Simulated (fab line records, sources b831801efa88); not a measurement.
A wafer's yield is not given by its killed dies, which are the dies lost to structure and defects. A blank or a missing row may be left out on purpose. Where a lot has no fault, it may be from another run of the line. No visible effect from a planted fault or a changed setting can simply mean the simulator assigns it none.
Which tool did it?    flow sky130    12 lots, 36 wafers sampled, at 4 steps of a route of 708

## WHAT THE GAUGES READ, wafer by wafer
SKY_VIA4_OVL_MEAS_11. Usual: VIA4_OVL 0.0 nm, standard deviation 1.2.
lot   measured      on          VIA4_OVL (nm)   flag
L405  day 44 10:01  overlay-01  0.0 -0.1 1.0    
L404  day 44 12:04  overlay-02  0.8 -1.6 -0.2   
L403  day 44 12:22  overlay-02  -1.5 -1.4 -3.0  
L407  day 44 13:02  overlay-02  -1.9 -0.9 -1.7  
L408  day 44 13:20  overlay-01  0.9 -0.4 0.6    
L406  day 44 13:38  overlay-01  1.7 0.7 -1.2    
L409  day 44 13:56  overlay-02  -1.2 -1.8 -3.1  
L411  day 45 08:25  overlay-01  1.5 0.8 -0.8    
L415  day 46 12:01  overlay-01  0.3 0.1 -0.4    
L417  day 47 07:11  overlay-02  -1.8 -0.8 -1.7  
L421  day 47 07:13  overlay-01  0.3 1.7 0.6     
L423  day 48 11:31  overlay-02  -0.5 -0.7 1.6   

SKY_PASSIVATION_THK_MEAS_03. Usual: PASSIVATION_CVD_02_THK 542 nm, standard deviation 6.8.
lot   measured      on            PASSIVATION_CVD_02_THK (nm)  flag
L405  day 45 10:10  filmMetro-03  538 536 544                  
L404  day 45 12:58  filmMetro-01  535 530 545                  
L403  day 45 13:08  filmMetro-03  537 551 548                  
L407  day 45 13:13  filmMetro-04  535 546 543                  
L408  day 45 13:34  filmMetro-04  532 535 548                  
L406  day 45 13:41  filmMetro-01  548 550 553                  
L409  day 45 14:31  filmMetro-01  538 540 554                  
L411  day 46 09:28  filmMetro-03  536 548 543                  
L415  day 47 12:06  filmMetro-01  530 535 542                  
L417  day 48 05:41  filmMetro-01  547 549 554                  
L421  day 48 06:00  filmMetro-01  532 533 538                  
L423  day 49 08:41  filmMetro-01  542 547 546                  

## WHAT TOOL EACH LOT RAN ON (gives the tool, then ch and the chambers of the sampled wafers, and finally the start)
lot   SKY_METAL2_SPUTTER_04        SKY_VIA4_STRIP_13
L405  pvdSputter-04, day 35 21:56  plasmaAsher-03 ch 0,1, day 44 10:07
L404  pvdSputter-02, day 35 22:14  plasmaAsher-03 ch 0,1, day 44 12:10
L403  pvdSputter-04, day 35 22:17  plasmaAsher-03 ch 0, day 44 12:29
L407  pvdSputter-04, day 35 22:38  plasmaAsher-04 ch 0,1, day 44 13:08
L408  pvdSputter-02, day 35 22:56  plasmaAsher-03 ch 0,1, day 44 13:26
L406  pvdSputter-04, day 35 23:05  plasmaAsher-01 ch 0,1, day 44 13:44
L409  pvdSputter-02, day 35 23:14  plasmaAsher-01 ch 0,1, day 44 14:02
L411  pvdSputter-02, day 37 00:16  plasmaAsher-01 ch 1, day 45 08:32
L415  pvdSputter-04, day 38 07:11  plasmaAsher-01 ch 0,1, day 46 12:08
L417  pvdSputter-04, day 39 05:09  plasmaAsher-01 ch 0,1, day 47 07:17
L421  pvdSputter-01, day 39 06:11  plasmaAsher-04 ch 0,1, day 47 07:20
L423  pvdSputter-01, day 40 15:09  plasmaAsher-01 ch 1, day 48 11:37
- SKY_METAL2_SPUTTER_04: material TiN, target thk 70 nm, time 58.3 s.
- SKY_VIA4_STRIP_13: strips in O2/N2.

## WHAT THE TOOLS THEMSELVES READ (means of the sampled wafers that have a number; where no wafer has one, the mark that the record gives instead)
SKY_METAL2_SPUTTER_04. Usual: throttleValvePct at 30.0 %, with a standard deviation of 1.2.
lot   tool           throttleValvePct (%)  flag
L405  pvdSputter-04  29.2                  
L404  pvdSputter-02  31.0                  
L403  pvdSputter-04  30.5                  
L407  pvdSputter-04  28.8                  
L408  pvdSputter-02  30.8                  
L406  pvdSputter-04  30.5                  
L409  pvdSputter-02  30.6                  
L411  pvdSputter-02  29.6                  
L415  pvdSputter-04  29.9                  
L417  pvdSputter-04  29.8                  
L421  pvdSputter-01  29.0                  
L423  pvdSputter-01  29.1                  

SKY_VIA4_STRIP_13. Usual: drypumpMotorCurrentA 5.72 A, standard deviation 0.27; oesProductAu 0.710 a.u., standard deviation 0.0044; stripTimeToEndpointS 12.80 s, standard deviation 0.032.
lot   tool            drypumpMotorCurrentA (A)  oesProductAu (a.u.)  stripTimeToEndpointS (s)  flag
L405  plasmaAsher-03  5.73                      0.712                12.79                     
L404  plasmaAsher-03  5.76                      0.713                12.80                     
L403  plasmaAsher-03  6.01                      0.708                12.82                     
L407  plasmaAsher-04  5.72                      0.713                12.83                     
L408  plasmaAsher-03  5.53                      0.708                12.78                     
L406  plasmaAsher-01  5.76                      0.711                12.79                     
L409  plasmaAsher-01  5.78                      0.712                12.83                     
L411  plasmaAsher-01  5.70                      0.709                12.75                     
L415  plasmaAsher-01  5.73                      0.709                12.80                     
L417  plasmaAsher-01  5.73                      0.710                12.80                     
L421  plasmaAsher-04  5.72                      0.713                12.82                     
L423  plasmaAsher-01  5.71                      0.710                12.81                     

## THE ANSWER, worked out from the rows above alone
Rule: take the mean of a lot's wafers that have a number; if it is more than 3 standard deviations from the usual mean, the lot is off. Also off: a lot with no number at a reading for which 4 or more lots have one. All remaining lots with rows at the step are treated as sound. After the gauges, taken in route order, come the tools' own readings; for these a lot's mean is taken, as printed above. The first step at which some lot is off is used, and at that step the reading that is off furthest; a lot without a number counts as furthest.
Nothing can be told from this: no lot is off at any reading shown.

## WHAT THE SIMULATOR HAD INSERTED
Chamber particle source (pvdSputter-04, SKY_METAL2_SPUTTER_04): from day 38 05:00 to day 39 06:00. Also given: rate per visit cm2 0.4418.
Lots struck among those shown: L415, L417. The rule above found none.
